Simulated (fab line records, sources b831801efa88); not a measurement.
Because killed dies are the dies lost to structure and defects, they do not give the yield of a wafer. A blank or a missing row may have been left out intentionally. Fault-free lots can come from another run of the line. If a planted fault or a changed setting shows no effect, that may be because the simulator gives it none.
Which tool is to blame? ; flow sky130 ; 12 lots, 36 wafers sampled, at 5 steps of a route of 708

WHAT THE GAUGES READ, wafer by wafer
No reading from a measuring or inspecting step in the record can be judged against a usual standard deviation.

EACH LOT AND THE TOOL THAT RAN IT (in order: tool; ch and the chambers of the sampled wafers; start)
lot;SKY_VIA3_ETCH_15;SKY_METAL4_SPUTTER_01;SKY_METAL4_SPUTTER_03;SKY_VIA4_HMDS_05;SKY_PAD_OPEN_PROBE_99
L241;rieDiel-03 ch 1,2,3, day 42 09:17;pvdSputter-03, day 42 10:38;pvdSputter-03, day 42 10:41;lithoTrack-04 ch 0, day 44 20:56;-
L242;rieDiel-03 ch 1,3, day 42 15:56;pvdSputter-04, day 42 17:37;pvdSputter-04, day 42 17:40;lithoTrack-04 ch 0, day 45 02:35;-
L244;rieDiel-02 ch 2,3, day 43 02:50;pvdSputter-01, day 43 04:13;pvdSputter-01, day 43 04:17;lithoTrack-04 ch 0, day 45 12:29;-
L245;rieDiel-01 ch 0,1,2, day 43 15:19;pvdSputter-03, day 43 17:06;pvdSputter-03, day 43 17:10;lithoTrack-01 ch 0, day 46 00:57;prober-01, day 49 02:23
L246;rieDiel-03 ch 1,2,3, day 43 16:02;pvdSputter-01, day 43 17:29;pvdSputter-01, day 43 17:34;lithoTrack-01 ch 0, day 46 01:30;prober-02, day 49 03:38
L249;rieDiel-03 ch 0,1,2, day 44 10:47;pvdSputter-01, day 44 12:11;pvdSputter-01, day 44 12:14;lithoTrack-01 ch 0, day 46 18:33;-
L248;rieDiel-01 ch 0,2, day 44 13:49;pvdSputter-01, day 44 15:13;pvdSputter-01, day 44 15:16;lithoTrack-02 ch 0, day 46 21:20;prober-01, day 49 19:46
L250;rieDiel-02 ch 1,3, day 44 15:55;pvdSputter-01, day 44 17:18;pvdSputter-01, day 44 17:22;lithoTrack-02 ch 0, day 47 00:20;-
L251;rieDiel-01 ch 0,1,3, day 45 01:26;pvdSputter-03, day 45 02:47;pvdSputter-03, day 45 02:51;lithoTrack-02 ch 0, day 47 07:28;-
L253;rieDiel-02 ch 2,3, day 45 19:02;pvdSputter-04, day 45 20:23;pvdSputter-04, day 45 20:27;lithoTrack-02 ch 0, day 48 01:26;-
L256;rieDiel-03 ch 0,1, day 46 00:37;pvdSputter-03, day 46 01:58;pvdSputter-03, day 46 02:01;lithoTrack-01 ch 0, day 48 06:00;-
L255;rieDiel-01 ch 1,2,3, day 46 01:56;pvdSputter-03, day 46 03:19;pvdSputter-03, day 46 03:22;lithoTrack-01 ch 0, day 48 08:03;-
- SKY_VIA3_ETCH_15: etches SiO2 in C4F8/O2/Ar, stops on TiN, target depth 507 nm, time 78 s.
- SKY_METAL4_SPUTTER_01: material TiN, target thk 20 nm, time 16.7 s.
- SKY_METAL4_SPUTTER_03: material Ti, target thk 5 nm, time 3.3 s.
- SKY_VIA4_HMDS_05: prime time 60 s.
- SKY_PAD_OPEN_PROBE_99

AS READ BY THE TOOLS THEMSELVES (means over the sampled wafers that have a number; for cases with no such wafer, the mark the record gives instead)
SKY_VIA3_ETCH_15. Usual: biasW 1200 W, standard deviation 3.6; oesProductAu 0.945 a.u., standard deviation 0.0046.
lot;tool;biasW (W);oesProductAu (a.u.);flag
L241;rieDiel-03;1201;0.944;
L242;rieDiel-03;1201;0.948;
L244;rieDiel-02;1203;0.949;
L245;rieDiel-01;1204;0.937;
L246;rieDiel-03;1202;0.944;
L249;rieDiel-03;1201;0.941;
L248;rieDiel-01;1199;0.948;
L250;rieDiel-02;1198;0.946;
L251;rieDiel-01;1200;0.944;
L253;rieDiel-02;1203;0.947;
L256;rieDiel-03;1198;0.947;
L255;rieDiel-01;1198;0.950;

SKY_METAL4_SPUTTER_01. Usual: chamberPressurePa 0.4000 Pa, standard deviation 0.00081; throttleValvePct 30.0 %, standard deviation 0.84.
lot;tool;chamberPressurePa (Pa);throttleValvePct (%);flag
L241;pvdSputter-03;0.3999;29.7;
L242;pvdSputter-04;0.3997;29.9;
L244;pvdSputter-01;0.4001;29.9;
L245;pvdSputter-03;0.4012;29.7;
L246;pvdSputter-01;0.4009;30.8;
L249;pvdSputter-01;0.3998;30.7;
L248;pvdSputter-01;0.4006;30.7;
L250;pvdSputter-01;0.4009;29.3;
L251;pvdSputter-03;0.3995;29.8;
L253;pvdSputter-04;0.4007;30.4;
L256;pvdSputter-03;0.3994;30.3;
L255;pvdSputter-03;0.4005;30.3;

SKY_METAL4_SPUTTER_03. Usual: chamberPressurePa 0.4000 Pa, standard deviation 0.00077; throttleValvePct 30.0 %, standard deviation 0.83.
lot;tool;chamberPressurePa (Pa);throttleValvePct (%);flag
L241;pvdSputter-03;0.4001;29.6;
L242;pvdSputter-04;0.3996;30.0;
L244;pvdSputter-01;0.4001;29.8;
L245;pvdSputter-03;0.3996;29.6;
L246;pvdSputter-01;0.4004;30.8;
L249;pvdSputter-01;0.4001;30.6;
L248;pvdSputter-01;0.3996;30.6;
L250;pvdSputter-01;0.4000;29.2;
L251;pvdSputter-03;0.4000;29.6;
L253;pvdSputter-04;0.4010;30.2;
L256;pvdSputter-03;0.3996;30.5;
L255;pvdSputter-03;0.4011;30.2;

SKY_VIA4_HMDS_05. Usual: primeTempC at 119.99 C, with a standard deviation of 0.13.
lot;tool;primeTempC (C);flag
L241;lithoTrack-04;120.10;
L242;lithoTrack-04;118.43;OFF
L244;lithoTrack-04;118.50;OFF
L245;lithoTrack-01;120.01;
L246;lithoTrack-01;119.85;
L249;lithoTrack-01;119.96;
L248;lithoTrack-02;120.08;
L250;lithoTrack-02;120.04;
L251;lithoTrack-02;120.16;
L253;lithoTrack-02;119.92;
L256;lithoTrack-01;120.07;
L255;lithoTrack-01;119.88;

SKY_PAD_OPEN_PROBE_99. Usual: defectLimitedYield 82.4 %, standard deviation 1.9; killed_at_M0_to_M3 43, standard deviation 7.1; killed_at_M4_up 3.2, standard deviation 1.7; killedAtContacts 24, standard deviation 5.6; killedAtFrontEnd 16, standard deviation 5; killedAtOther 0.4, standard deviation 0.68; killedDies 86, standard deviation 9.3; killedOpen 47, standard deviation 7.1; killedShort 39, standard deviation 5.7; sort_bin_3_pad_short 0.9 %, standard deviation 0.38; sort_bin_5_function 10.4 %, standard deviation 1.5; sort_bin_6_memory 6.3 %, standard deviation 1.3; sortNPass 406, standard deviation 9.3; sortYieldPct 82.4 %, standard deviation 1.9.
lot;tool;defectLimitedYield (%);killed_at_M0_to_M3;killed_at_M4_up;killedAtContacts;killedAtFrontEnd;killedAtOther;killedDies;killedOpen;killedShort;sort_bin_3_pad_short (%);sort_bin_5_function (%);sort_bin_6_memory (%);sortNPass;sortYieldPct (%);flag
L245;prober-01;85.7;41;5.0;12;12;0.0;70;37;33;0.7;8.3;5.3;422;85.7;
L246;prober-02;81.6;44;4.0;26;16;0.7;91;50;40;0.9;11.3;6.3;401;81.6;
L248;prober-01;81.2;40;2.0;26;24;1.0;93;51;41;0.9;12.3;5.6;399;81.2;

THE ANSWER, worked out from the rows above alone
Rule: lot off if the mean of its wafers having a number is beyond 3 standard deviations from the usual mean. Also off: a lot with no number at a reading for which 4 or more lots have one. The other lots that the step has rows for count as sound. First the gauges in route order, then the tools' own readings, where a lot's mean is used as printed above. At the first step where some lot is off, the reading lying furthest off is the one used; lots without a number count as furthest.
Off, at SKY_VIA4_HMDS_05 on primeTempC: L242, L244.
A tool fits if, at that step or a process step before it, it ran every lot that is off, and no sound lot after the first of them. One fits: lithoTrack-04 at SKY_VIA4_HMDS_05. Its last sound lot is L241 (day 44 20:56), its first lot that is off L242 (day 45 02:35): a fault that began between those two fits.
On the lots that are off, the tool's own readings at SKY_VIA4_HMDS_05 differ by more than 5 times the standard deviation of the sound lots' means, which bears it out; primeTempC reads 118.47 C there versus 120.01 C on the sound lots.

WHAT THE SIMULATOR HAD PUT IN
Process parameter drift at SKY_VIA4_HMDS_05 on lithoTrack-04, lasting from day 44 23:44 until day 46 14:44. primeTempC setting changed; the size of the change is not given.
Lots struck among those shown: L242, L244. The rule above reached the same finding.
